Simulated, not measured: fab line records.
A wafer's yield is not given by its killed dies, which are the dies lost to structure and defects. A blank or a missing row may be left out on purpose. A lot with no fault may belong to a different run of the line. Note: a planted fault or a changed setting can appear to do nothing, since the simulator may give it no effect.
Which tool was responsible? / flow gf180mcu / Sampling: 6 lots, 18 wafers, 3 of 602 route steps

## WHAT THE GAUGES SHOWED, per wafer
GF_HV_LDD_TW_MEAS_11.
lot=L251; measured=day 11 17:12; on=film_metro-03; HV_LDD_TW=2411 2414 2418
lot=L254; measured=day 12 12:59; on=film_metro-02; HV_LDD_TW=2353 2364 2363
lot=L261; measured=day 14 15:19; on=film_metro-03; HV_LDD_TW=2417 2401 2422
lot=L266; measured=day 16 02:32; on=film_metro-02; HV_LDD_TW=2358 2354 2370
lot=L271; measured=day 17 13:43; on=film_metro-03; HV_LDD_TW=2412 2434 2422
lot=L273; measured=day 18 05:23; on=film_metro-02; HV_LDD_TW=2211 2208 2210

## EACH LOT AND THE TOOL THAT RAN IT (in order: tool; ch and the chambers of the sampled wafers; start)
lot=L251; GF_MVPSD_STRIP_10=plasma_asher-04 ch 0,1, day 5 18:53; GF_HV_LDD_IMPLANT_09=implanter-01 ch 0, day 11 16:59
lot=L254; GF_MVPSD_STRIP_10=plasma_asher-04 ch 0,1, day 6 12:10; GF_HV_LDD_IMPLANT_09=implanter-02 ch 0, day 12 12:44
lot=L261; GF_MVPSD_STRIP_10=plasma_asher-02 ch 0,1, day 8 06:21; GF_HV_LDD_IMPLANT_09=implanter-03 ch 0, day 14 15:04
lot=L266; GF_MVPSD_STRIP_10=plasma_asher-02 ch 0,1, day 9 11:50; GF_HV_LDD_IMPLANT_09=implanter-01 ch 0, day 16 02:19
lot=L271; GF_MVPSD_STRIP_10=plasma_asher-03 ch 0,1, day 10 20:21; GF_HV_LDD_IMPLANT_09=implanter-03 ch 0, day 17 13:28
lot=L273; GF_MVPSD_STRIP_10=plasma_asher-02 ch 0,1, day 11 08:08; GF_HV_LDD_IMPLANT_09=implanter-03 ch 0, day 18 05:10
- GF_MVPSD_STRIP_10: strips in O2/N2.
- GF_HV_LDD_IMPLANT_09

## THE ANSWER, worked out from the rows above alone
Rule: usual is defined by the lots themselves. Put in order of their means at a reading, lots are off if they are a third of the lots or fewer, leave a main group of 4 or more, and stand apart from it by a gap of 3 or more times the standard deviation of the main group's means; of several such gaps the widest counts. The tables above print the reading to a certain number of digits; a main group whose means all agree to those digits is not used. A lot without any number at a reading at which 4 lots or more have one is off too. All remaining lots with rows at the step are treated as sound.
Off: L273, seen at GF_HV_LDD_TW_MEAS_11 (HV_LDD_TW). Mean 2394 and standard deviation 28 in the main group.
A tool fits if, at a process step before that reading, it ran every lot that is off, and no sound lot after the first of them. Those tools and the gauges at GF_HV_LDD_TW_MEAS_11 are tried in the same way. Can't be told from this: 3 tools fit, plasma_asher-02 at GF_MVPSD_STRIP_10, implanter-03 at GF_HV_LDD_IMPLANT_09, film_metro-02 at GF_HV_LDD_TW_MEAS_11.

## WHAT THE SIMULATOR PUT IN
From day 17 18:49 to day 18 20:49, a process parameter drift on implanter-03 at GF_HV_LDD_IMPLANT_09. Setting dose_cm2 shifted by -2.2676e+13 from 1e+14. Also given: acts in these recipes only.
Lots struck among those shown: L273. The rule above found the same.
